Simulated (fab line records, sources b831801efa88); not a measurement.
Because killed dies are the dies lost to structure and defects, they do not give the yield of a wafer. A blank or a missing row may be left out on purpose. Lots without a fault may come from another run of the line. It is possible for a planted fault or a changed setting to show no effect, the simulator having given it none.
The tool behind it: which one? :: flow sky130 :: Sampling: 11 lots, 33 wafers, 5 of 708 route steps

## WHAT EACH GAUGE READ, for each wafer
SKY_SD_N_RS_MEAS_17: measurement is done with a four-point probe.
lot: L142
measured: day 27 14:58
on: film_metro-02
SD_P_RS (ohm/sq): 147.8 147.5 147.7

lot: L144
measured: day 28 08:19
on: film_metro-04
SD_P_RS (ohm/sq): 147.3 146.9 147.3

lot: L146
measured: day 29 08:07
on: film_metro-04
SD_P_RS (ohm/sq): 146.9 146.7 146.9

lot: L148
measured: day 29 21:17
on: film_metro-01
SD_P_RS (ohm/sq): 147.1 146.9 147.0

lot: L149
measured: day 31 12:11
on: film_metro-04
SD_P_RS (ohm/sq): 147.3 147.8 147.5

lot: L152
measured: day 31 13:59
on: film_metro-01
SD_P_RS (ohm/sq): 147.1 146.5 146.7

lot: L156
measured: day 32 23:22
on: film_metro-04
SD_P_RS (ohm/sq): 147.4 147.0 146.9

lot: L157
measured: day 33 10:06
on: film_metro-01
SD_P_RS (ohm/sq): 147.7 147.1 147.3

lot: L160
measured: day 33 16:44
on: film_metro-02
SD_P_RS (ohm/sq): 147.8 147.4 147.6

lot: L163
measured: day 34 17:44
on: film_metro-04
SD_P_RS (ohm/sq): 147.3 147.2 147.6

lot: L165
measured: day 35 06:07
on: film_metro-01
SD_P_RS (ohm/sq): 146.5 146.9 147.2

SKY_LI_CONTACT_OVL_MEAS_13.
lot: L142
measured: day 28 19:59
on: overlay-01
LI_CONTACT_OVL (nm): 2 5 -1

lot: L144
measured: day 29 13:01
on: overlay-01
LI_CONTACT_OVL (nm): -4 -1 0

lot: L146
measured: day 30 12:32
on: overlay-02
LI_CONTACT_OVL (nm): -1 3 3

lot: L148
measured: day 31 01:35
on: overlay-01
LI_CONTACT_OVL (nm): 2 0 -3

lot: L149
measured: day 32 16:29
on: overlay-01
LI_CONTACT_OVL (nm): 4 -6 5

lot: L152
measured: day 32 17:08
on: overlay-01
LI_CONTACT_OVL (nm): 3 3 3

lot: L156
measured: day 34 02:53
on: overlay-01
LI_CONTACT_OVL (nm): 2 7 -1

lot: L157
measured: day 34 13:47
on: overlay-01
LI_CONTACT_OVL (nm): 2 1 0

lot: L160
measured: day 34 21:05
on: overlay-01
LI_CONTACT_OVL (nm): 3 -4 -4

lot: L163
measured: day 35 21:26
on: overlay-01
LI_CONTACT_OVL (nm): -3 -11 -1

lot: L165
measured: day 36 09:40
on: overlay-02
LI_CONTACT_OVL (nm): 4 -2 -2

SKY_LOCAL_INTERCONNECT_RS_MEAS_01: measurement is done with a four-point probe.
lot: L142
measured: day 28 21:27
on: film_metro-04
LOCAL_INTERCONNECT_TIN_RS (ohm/sq): 14.05 14.10 14.10

lot: L144
measured: day 29 14:17
on: film_metro-04
LOCAL_INTERCONNECT_TIN_RS (ohm/sq): 14.16 14.12 14.21

lot: L146
measured: day 30 13:51
on: film_metro-03
LOCAL_INTERCONNECT_TIN_RS (ohm/sq): 13.91 14.00 14.21

lot: L148
measured: day 31 02:53
on: film_metro-03
LOCAL_INTERCONNECT_TIN_RS (ohm/sq): 14.28 14.09 14.21

lot: L149
measured: day 32 17:46
on: film_metro-03
LOCAL_INTERCONNECT_TIN_RS (ohm/sq): 14.24 14.12 14.21

lot: L152
measured: day 32 18:43
on: film_metro-03
LOCAL_INTERCONNECT_TIN_RS (ohm/sq): 14.21 14.14 14.14

lot: L156
measured: day 34 04:10
on: film_metro-02
LOCAL_INTERCONNECT_TIN_RS (ohm/sq): 14.06 14.21 14.05

lot: L157
measured: day 34 15:04
on: film_metro-02
LOCAL_INTERCONNECT_TIN_RS (ohm/sq): 14.26 13.97 14.07

lot: L160
measured: day 34 22:22
on: film_metro-03
LOCAL_INTERCONNECT_TIN_RS (ohm/sq): 14.51 13.83 13.97

lot: L163
measured: day 35 22:41
on: film_metro-03
LOCAL_INTERCONNECT_TIN_RS (ohm/sq): 14.59 14.04 14.17

lot: L165
measured: day 36 10:55
on: film_metro-02
LOCAL_INTERCONNECT_TIN_RS (ohm/sq): 13.90 13.97 13.98

## WHICH TOOL RAN EACH LOT (tool, then ch and the chambers of the sampled wafers, then the start)
lot: L142
SKY_LI_CONTACT_SPUTTER_20: pvd_sputter-04, day 28 20:43
SKY_LOCAL_INTERCONNECT_SPUTTER_00: pvd_sputter-03, day 28 21:23

lot: L144
SKY_LI_CONTACT_SPUTTER_20: pvd_sputter-02, day 29 13:32
SKY_LOCAL_INTERCONNECT_SPUTTER_00: pvd_sputter-03, day 29 14:13

lot: L146
SKY_LI_CONTACT_SPUTTER_20: pvd_sputter-04, day 30 13:05
SKY_LOCAL_INTERCONNECT_SPUTTER_00: pvd_sputter-02, day 30 13:45

lot: L148
SKY_LI_CONTACT_SPUTTER_20: pvd_sputter-04, day 31 02:07
SKY_LOCAL_INTERCONNECT_SPUTTER_00: pvd_sputter-02, day 31 02:47

lot: L149
SKY_LI_CONTACT_SPUTTER_20: pvd_sputter-02, day 32 17:02
SKY_LOCAL_INTERCONNECT_SPUTTER_00: pvd_sputter-03, day 32 17:42

lot: L152
SKY_LI_CONTACT_SPUTTER_20: pvd_sputter-01, day 32 17:41
SKY_LOCAL_INTERCONNECT_SPUTTER_00: pvd_sputter-04, day 32 18:38

lot: L156
SKY_LI_CONTACT_SPUTTER_20: pvd_sputter-02, day 34 03:26
SKY_LOCAL_INTERCONNECT_SPUTTER_00: pvd_sputter-04, day 34 04:06

lot: L157
SKY_LI_CONTACT_SPUTTER_20: pvd_sputter-04, day 34 14:19
SKY_LOCAL_INTERCONNECT_SPUTTER_00: pvd_sputter-03, day 34 14:59

lot: L160
SKY_LI_CONTACT_SPUTTER_20: pvd_sputter-02, day 34 21:37
SKY_LOCAL_INTERCONNECT_SPUTTER_00: pvd_sputter-04, day 34 22:17

lot: L163
SKY_LI_CONTACT_SPUTTER_20: pvd_sputter-02, day 35 21:58
SKY_LOCAL_INTERCONNECT_SPUTTER_00: pvd_sputter-04, day 35 22:38

lot: L165
SKY_LI_CONTACT_SPUTTER_20: pvd_sputter-02, day 36 10:11
SKY_LOCAL_INTERCONNECT_SPUTTER_00: pvd_sputter-03, day 36 10:52
- SKY_LI_CONTACT_SPUTTER_20: material TiN, target thk 20 nm, time 80 s.
- SKY_LOCAL_INTERCONNECT_SPUTTER_00: material TiN, target thk 100 nm, time 83.3 s.

## WHAT THE TOOLS THEMSELVES READ (means of the sampled wafers that have a number; where no wafer has one, the mark that the record gives instead)
SKY_LI_CONTACT_SPUTTER_20.
lot: L142
tool: pvd_sputter-04
cathode_dc_power_W (W): 3999.8
chamber_pressure_pa (Pa): 5.003
throttle_valve_pct (%): 30.2

lot: L144
tool: pvd_sputter-02
cathode_dc_power_W (W): 4000.1
chamber_pressure_pa (Pa): 5.000
throttle_valve_pct (%): 29.5

lot: L146
tool: pvd_sputter-04
cathode_dc_power_W (W): 4000.0
chamber_pressure_pa (Pa): 5.003
throttle_valve_pct (%): 30.1

lot: L148
tool: pvd_sputter-04
cathode_dc_power_W (W): 3999.5
chamber_pressure_pa (Pa): 4.996
throttle_valve_pct (%): 30.0

lot: L149
tool: pvd_sputter-02
cathode_dc_power_W (W): 3999.8
chamber_pressure_pa (Pa): 4.998
throttle_valve_pct (%): 29.6

lot: L152
tool: pvd_sputter-01
cathode_dc_power_W (W): 3999.9
chamber_pressure_pa (Pa): 5.010
throttle_valve_pct (%): 29.6

lot: L156
tool: pvd_sputter-02
cathode_dc_power_W (W): 3999.5
chamber_pressure_pa (Pa): 4.998
throttle_valve_pct (%): 29.6

lot: L157
tool: pvd_sputter-04
cathode_dc_power_W (W): 3999.5
chamber_pressure_pa (Pa): 5.004
throttle_valve_pct (%): 30.1

lot: L160
tool: pvd_sputter-02
cathode_dc_power_W (W): 3999.3
chamber_pressure_pa (Pa): 5.010
throttle_valve_pct (%): 29.4

lot: L163
tool: pvd_sputter-02
cathode_dc_power_W (W): 4000.0
chamber_pressure_pa (Pa): 4.999
throttle_valve_pct (%): 30.0

lot: L165
tool: pvd_sputter-02
cathode_dc_power_W (W): 3999.6
chamber_pressure_pa (Pa): 4.992
throttle_valve_pct (%): 29.9

SKY_LOCAL_INTERCONNECT_SPUTTER_00.
lot: L142
tool: pvd_sputter-03
cathode_dc_power_W (W): 6500.3
chamber_pressure_pa (Pa): 0.3996
throttle_valve_pct (%): 30.9

lot: L144
tool: pvd_sputter-03
cathode_dc_power_W (W): 6500.4
chamber_pressure_pa (Pa): 0.3994
throttle_valve_pct (%): 30.3

lot: L146
tool: pvd_sputter-02
cathode_dc_power_W (W): 6501.5
chamber_pressure_pa (Pa): 0.4007
throttle_valve_pct (%): 29.6

lot: L148
tool: pvd_sputter-02
cathode_dc_power_W (W): 6499.3
chamber_pressure_pa (Pa): 0.4000
throttle_valve_pct (%): 29.8

lot: L149
tool: pvd_sputter-03
cathode_dc_power_W (W): 6500.7
chamber_pressure_pa (Pa): 0.4002
throttle_valve_pct (%): 31.4

lot: L152
tool: pvd_sputter-04
cathode_dc_power_W (W): 6499.9
chamber_pressure_pa (Pa): 0.4000
throttle_valve_pct (%): 30.2

lot: L156
tool: pvd_sputter-04
cathode_dc_power_W (W): 6500.1
chamber_pressure_pa (Pa): 0.4001
throttle_valve_pct (%): 30.5

lot: L157
tool: pvd_sputter-03
cathode_dc_power_W (W): 6499.5
chamber_pressure_pa (Pa): 0.3995
throttle_valve_pct (%): 31.2

lot: L160
tool: pvd_sputter-04
cathode_dc_power_W (W): 6433.0
chamber_pressure_pa (Pa): 0.3995
throttle_valve_pct (%): 30.3

lot: L163
tool: pvd_sputter-04
cathode_dc_power_W (W): 6432.8
chamber_pressure_pa (Pa): 0.4000
throttle_valve_pct (%): 29.6

lot: L165
tool: pvd_sputter-03
cathode_dc_power_W (W): 6500.8
chamber_pressure_pa (Pa): 0.4005
throttle_valve_pct (%): 30.3

## THE ANSWER, worked out from the rows above alone
Rule: usual is defined by the lots themselves. The widest of any qualifying gaps counts: lots, ordered by their means at a reading, are off when they make up no more than a third of the lots, leave a main group of 4 or more, and stand apart from it by 3 or more times the standard deviation of that group's means. A main group whose means are all the same, to the digits that the tables above print for the reading, isn't used. A lot without any number at a reading at which 4 lots or more have one is off too. The other lots that the step has rows for count as sound. After the gauges, taken in route order, come the tools' own readings; for these a lot's mean is taken, as printed above. At the first step where some lot is off, the reading lying furthest off is the one used; lots without a number count as furthest.
Off: L160, L163, at SKY_LOCAL_INTERCONNECT_SPUTTER_00 (cathode_dc_power_W). For the main group the mean is 6500.3 W and the standard deviation 0.64.
If a tool, at that step or one of the process steps before it, ran each lot that is off and ran no sound lot following the first of them, it fits. One candidate fits, namely pvd_sputter-04 at SKY_LOCAL_INTERCONNECT_SPUTTER_00. Its last sound lot is L156 (day 34 04:06), its first lot that is off L160 (day 34 22:17): a fault that began between those two fits.
The tool's own readings at SKY_LOCAL_INTERCONNECT_SPUTTER_00 bear it out: on the lots that are off they differ by more than 5 times the standard deviation of the sound lots' means. cathode_dc_power_W reads 6432.9 W there against 6500.3 W on the sound lots.

## WHAT THE SIMULATOR HAD INSERTED
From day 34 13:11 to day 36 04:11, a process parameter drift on pvd_sputter-04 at SKY_LOCAL_INTERCONNECT_SPUTTER_00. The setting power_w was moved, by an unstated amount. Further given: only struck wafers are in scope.
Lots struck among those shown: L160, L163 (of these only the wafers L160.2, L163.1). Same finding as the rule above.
